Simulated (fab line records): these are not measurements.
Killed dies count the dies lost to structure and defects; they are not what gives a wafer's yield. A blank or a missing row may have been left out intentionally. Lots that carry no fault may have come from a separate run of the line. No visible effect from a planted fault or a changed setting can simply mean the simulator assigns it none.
Chamber matching -- flow gf180mcu -- GF_PASSIVATION_CVD_00 on pecvd-04: 3 sister chambers
The step deposits SiO2 from TEOS, target thk 1000 nm, time 108.3 s. 3 wafers are shown with their chamber, then 11 later ones without.

== EACH WAFER AND ITS CHAMBER ==
wafer,chamber,heater power w (W)
L090.1,0,571
L090.3,2,530
L090.4,1,660

== WAFERS WHOSE CHAMBER IS MISSING ==
wafer,heater power w (W)
L090.5,612
L090.6,615
L093.1,814
L093.2,615
L093.3,606
L093.4,500
L093.5,475
L093.6,644
L095.3,609
L095.4,483
L095.6,653

== WHICH CHAMBER EACH ONE RAN IN ==
wafer,from the rows above,in truth
L090.5,can't be placed: 0 or 1 or 2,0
L090.6,can't be placed: 0 or 1 or 2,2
L093.1,can't be placed: 1 or 0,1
L093.2,can't be placed: 0 or 1 or 2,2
L093.3,can't be placed: 0 or 1 or 2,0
L093.4,can't be placed: 2 or 0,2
L093.5,can't be placed: 2 or 0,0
L093.6,can't be placed: 1 or 0 or 2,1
L095.3,can't be placed: 0 or 1 or 2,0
L095.4,can't be placed: 2 or 0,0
L095.6,can't be placed: 1 or 0 or 2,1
Correctly placed: 0 of 11. From these rows, 11 cannot be placed; in 11 the true chamber is one of the candidates. 0 placed wrongly.
How it was worked out, from the rows above alone: a wafer's distance from a chamber is the root of the sum, over the readings, of the square of ((its reading less the chamber's mean) divided by the reading's scatter). The wafer belongs to the nearest chamber; if the next one is less than 2 further off, it can't be placed. For every chamber, the mean is computed from those of its wafers that are shown. The scatter: root of mean squared gap, hidden wafer to nearest shown wafer, with one shown wafer a chamber.
